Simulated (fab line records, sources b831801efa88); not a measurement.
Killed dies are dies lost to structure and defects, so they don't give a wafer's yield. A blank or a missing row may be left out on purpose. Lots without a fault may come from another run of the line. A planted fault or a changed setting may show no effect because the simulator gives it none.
Which tool did it? | flow gf180mcu | 6 lots, 18 wafers sampled, at 2 steps of a route of 602

WHAT THE GAUGES READ, wafer by wafer
GF_LVPWELL_TW_MEAS_11.
lot  | measured    | on            | LVPWELL_TW
L513 | day 4 03:27 | film_metro-02 | 557 558 553
L517 | day 5 01:37 | film_metro-02 | 554 553 551
L521 | day 5 17:04 | film_metro-04 | 683 685 681
L524 | day 6 13:02 | film_metro-04 | 570 569 572
L529 | day 7 18:37 | film_metro-01 | 667 669 666
L533 | day 8 23:29 | film_metro-01 | 558 558 558

WHICH TOOL RAN EACH LOT (tool, then ch and the chambers of the sampled wafers, then the start)
lot  | GF_LVPWELL_IMPLANT_08
L513 | implanter-03 ch 0, day 4 03:04
L517 | implanter-02 ch 0, day 5 01:13
L521 | implanter-01 ch 0, day 5 16:21
L524 | implanter-03 ch 0, day 6 12:38
L529 | implanter-03 ch 0, day 7 17:55
L533 | implanter-02 ch 0, day 8 23:05
- GF_LVPWELL_IMPLANT_08

THE ANSWER, worked out from the rows above alone
Rule: what is usual is taken from the lots themselves. Put in order of their means at a reading, lots are off if they are a third of the lots or fewer, leave a main group of 4 or more, and stand apart from it by a gap of 3 or more times the standard deviation of the main group's means; of several such gaps the widest counts. A main group whose means are all the same, to the digits that the tables above print for the reading, isn't used. A lot without any number at a reading at which 4 lots or more have one is off too. The other lots that the step has rows for count as sound.
Off: L521, L529, at GF_LVPWELL_TW_MEAS_11 (LVPWELL_TW). The main group: mean 559, standard deviation 6.7.
A tool fits if, at a process step before that reading, it ran every lot that is off, and no sound lot after the first of them. The gauges at GF_LVPWELL_TW_MEAS_11 are tried like those tools. None of those tried fits.

WHAT THE SIMULATOR HAD PUT IN
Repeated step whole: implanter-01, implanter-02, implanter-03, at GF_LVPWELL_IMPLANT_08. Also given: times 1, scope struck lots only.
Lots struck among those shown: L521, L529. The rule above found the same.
